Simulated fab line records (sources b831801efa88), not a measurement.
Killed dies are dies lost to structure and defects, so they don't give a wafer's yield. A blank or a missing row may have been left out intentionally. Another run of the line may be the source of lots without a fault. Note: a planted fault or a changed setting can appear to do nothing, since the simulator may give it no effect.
Which tool did it? || flow sky130 || Sampling: 11 lots, 33 wafers, 2 of 708 route steps

WHAT THE GAUGES READ, wafer by wafer
SKY_GATE_OXIDE_THK_MEAS_02. Usual: GATE_OXIDE_OXIDATION_00_THK 10.28 nm, standard deviation 0.18.
{"lot": "L501", "measured": "day 12 11:07", "on": "filmMetro-01", "GATE_OXIDE_OXIDATION_00_THK (nm)": "10.27 10.03 9.98", "flag": ""}
{"lot": "L502", "measured": "day 12 19:12", "on": "filmMetro-04", "GATE_OXIDE_OXIDATION_00_THK (nm)": "10.30 10.29 10.47", "flag": ""}
{"lot": "L504", "measured": "day 13 07:11", "on": "filmMetro-02", "GATE_OXIDE_OXIDATION_00_THK (nm)": "10.26 10.18 10.16", "flag": ""}
{"lot": "L507", "measured": "day 14 13:26", "on": "filmMetro-02", "GATE_OXIDE_OXIDATION_00_THK (nm)": "10.67 10.66 10.56", "flag": ""}
{"lot": "L508", "measured": "day 14 13:58", "on": "filmMetro-02", "GATE_OXIDE_OXIDATION_00_THK (nm)": "10.10 10.18 10.45", "flag": ""}
{"lot": "L510", "measured": "day 15 14:26", "on": "filmMetro-02", "GATE_OXIDE_OXIDATION_00_THK (nm)": "10.21 10.49 10.43", "flag": ""}
{"lot": "L517", "measured": "day 18 15:19", "on": "filmMetro-02", "GATE_OXIDE_OXIDATION_00_THK (nm)": "10.47 10.57 10.44", "flag": ""}
{"lot": "L518", "measured": "day 19 02:12", "on": "filmMetro-04", "GATE_OXIDE_OXIDATION_00_THK (nm)": "10.52 10.63 10.62", "flag": ""}
{"lot": "L519", "measured": "day 19 08:16", "on": "filmMetro-01", "GATE_OXIDE_OXIDATION_00_THK (nm)": "10.20 10.21 10.36", "flag": ""}
{"lot": "L523", "measured": "day 20 13:32", "on": "filmMetro-02", "GATE_OXIDE_OXIDATION_00_THK (nm)": "10.07 10.23 10.31", "flag": ""}
{"lot": "L524", "measured": "day 20 20:14", "on": "filmMetro-04", "GATE_OXIDE_OXIDATION_00_THK (nm)": "10.18 10.10 10.11", "flag": ""}

SKY_POLY_GATE_THK_MEAS_01. Usual: POLY_GATE_CVD_00_THK 180.1 nm, standard deviation 1.4.
{"lot": "L501", "measured": "day 13 19:49", "on": "filmMetro-04", "POLY_GATE_CVD_00_THK (nm)": "182.5 181.0 181.8", "flag": ""}
{"lot": "L502", "measured": "day 13 23:08", "on": "filmMetro-01", "POLY_GATE_CVD_00_THK (nm)": "180.7 180.6 179.6", "flag": ""}
{"lot": "L504", "measured": "day 14 13:46", "on": "filmMetro-01", "POLY_GATE_CVD_00_THK (nm)": "180.9 183.0 183.2", "flag": ""}
{"lot": "L507", "measured": "day 15 20:19", "on": "filmMetro-01", "POLY_GATE_CVD_00_THK (nm)": "182.4 180.9 183.2", "flag": ""}
{"lot": "L508", "measured": "day 15 20:19", "on": "filmMetro-03", "POLY_GATE_CVD_00_THK (nm)": "181.7 181.9 182.8", "flag": ""}
{"lot": "L510", "measured": "day 16 21:58", "on": "filmMetro-04", "POLY_GATE_CVD_00_THK (nm)": "180.9 180.2 179.9", "flag": ""}
{"lot": "L517", "measured": "day 20 02:34", "on": "filmMetro-03", "POLY_GATE_CVD_00_THK (nm)": "179.0 177.7 178.5", "flag": ""}
{"lot": "L518", "measured": "day 20 13:20", "on": "filmMetro-04", "POLY_GATE_CVD_00_THK (nm)": "180.4 181.6 180.1", "flag": ""}
{"lot": "L519", "measured": "day 20 22:57", "on": "filmMetro-01", "POLY_GATE_CVD_00_THK (nm)": "180.7 181.0 180.8", "flag": ""}
{"lot": "L523", "measured": "day 21 22:25", "on": "filmMetro-01", "POLY_GATE_CVD_00_THK (nm)": "179.3 178.2 178.3", "flag": ""}
{"lot": "L524", "measured": "day 22 05:09", "on": "filmMetro-01", "POLY_GATE_CVD_00_THK (nm)": "179.5 180.3 181.2", "flag": ""}

WHICH TOOL RAN EACH LOT (tool, then ch and the chambers of the sampled wafers, then the start)
No process step before these readings appears in the record.

AS READ BY THE TOOLS THEMSELVES (means over the sampled wafers that have a number; for cases with no such wafer, the mark the record gives instead)
The record holds no such reading with a usual standard deviation.

THE ANSWER, worked out from the rows above alone
Rule: a lot is off if the mean of its wafers that have a number lies more than 3 standard deviations from the usual mean. Also off: a lot with no number at a reading for which 4 or more lots have one. Where the step has rows for the other lots, those lots are counted as sound. First the gauges in route order, then the tools' own readings, where a lot's mean is used as printed above. The first step at which some lot is off is used, and at that step the reading that is off furthest; a lot without a number counts as furthest.
Across all readings shown, no lot is off: no conclusion can be drawn from this.

WHAT WAS PUT IN BY THE SIMULATOR
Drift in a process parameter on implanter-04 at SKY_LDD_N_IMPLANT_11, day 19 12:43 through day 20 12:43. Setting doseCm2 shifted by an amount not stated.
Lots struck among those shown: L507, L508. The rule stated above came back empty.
